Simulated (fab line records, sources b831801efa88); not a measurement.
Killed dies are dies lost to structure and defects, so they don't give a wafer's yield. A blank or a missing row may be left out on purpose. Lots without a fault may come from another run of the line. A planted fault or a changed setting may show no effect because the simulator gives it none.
Problem report in the 8D (eight disciplines) form, filled by code | flow gf180mcu | the parts of the form that need people (team, actions taken, sign-off) are left out

1. THE PROBLEM
MVSD_TW at GF_MVSD_TW_MEAS_11 reads a mean of 1678 on 6 wafers of 2 lots; wafers without a fault read 1592 with a standard deviation of 13. That is +6.6 standard deviations from the usual mean.
First seen on wafer L448.1, day 9 01:18, on film_metro-01. The record holds 33 wafers of 11 lots with a number at this step. Rule for "out", or "out of limits": more than 4 standard deviations from the usual mean. The other wafers with a number count as sound.

2. WHAT IT IS AND WHAT IT IS NOT
question                    | is                           | is not
which readings at this step | MVSD_TW                      | -
which lots                  | L448, L449                   | L430, L432, L433, L435, L437, L439, L442, L451, L452
which wafers of those lots  | all that have a number       | -
read on which gauges        | film_metro-01, film_metro-02 | film_metro-04
when                        | from day 9 01:18             | up to then (21 sound wafers); but 6 sound wafers of L451, L452 came after

3. SUSPECTS, AND WHAT RULES EACH OUT
Counting: a tool at a process step up to the reading stays a suspect if it ran every lot that is out and no sound lot after the first of them.
- the gauge at GF_MVSD_TW_MEAS_11: ruled out. The wafers that are out were read on 2 gauges (film_metro-01, film_metro-02).
- implanter-01 at GF_MVSD_IMPLANT_08: kept. It ran every lot that is out, first L448 (day 9 00:54), and no sound lot after that; its last sound lot up to then is L442 (day 7 13:25). Its own readings are out on those wafers: beam_on_s, end_station_pressure_torr, faraday_current_uA.
Left after counting: implanter-01 at GF_MVSD_IMPLANT_08.

4. THE CAUSE (what the simulator had put in)
Process parameter drift: implanter-01, from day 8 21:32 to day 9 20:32, at GF_MVSD_IMPLANT_08. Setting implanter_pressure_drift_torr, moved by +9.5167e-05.
Process parameter drift: implanter-01, from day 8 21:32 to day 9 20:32, at GF_MVSD_IMPLANT_08. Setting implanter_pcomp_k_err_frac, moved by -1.
Counting left only this tool.

5. THE CHAIN OF EFFECTS, in route order
Each row: a reading whose mean over the struck wafers that have a number lies more than 3 standard deviations from the usual. Only readings for which the record gives a usual standard deviation are gone through. hours: the time from each lot's start at the first step in this table that gives one to its start at this step, as a median over the lots. sigmas: the change in usual standard deviations.
hours | step                     | reading                   | usual         | on struck wafers | change    | sigmas
0     | GF_MVSD_IMPLANT_08       | beam_on_s                 | 10.00 s       | 12.11            | +2.11     | +11
0     | GF_MVSD_IMPLANT_08       | end_station_pressure_torr | 5.05e-06 Torr | 9.99e-05         | +9.49e-05 | +99 or more
0     | GF_MVSD_IMPLANT_08       | faraday_current_uA        | 91.8          | 76.6             | -15.2     | -9.0
0     | GF_MVSD_TW_MEAS_11       | MVSD_TW                   | 1592          | 1678             | +86       | +6.6
93    | GF_VT_IMPLANT_RS_MEAS_46 | MVSD_RS                   | 452.5 ohm/sq  | 409.8            | -42.8     | -36
The process steps in it:
- GF_MVSD_IMPLANT_08

6. WHAT WOULD HAVE CAUGHT IT SOONER
In this record the first reading out of limits at a measuring or inspecting step was taken at day 9 01:18, 4 hours after the fault began at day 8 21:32.
The tool's own readings at GF_MVSD_IMPLANT_08 were out on every struck wafer that the step has a row for (beam_on_s, end_station_pressure_torr, faraday_current_uA): an alarm limit on them would have fired on the first of those.
Of the lots that are out (2), L449 began GF_MVSD_IMPLANT_08 on implanter-01 after day 9 01:18. A hold on the tool at that time would have spared it.
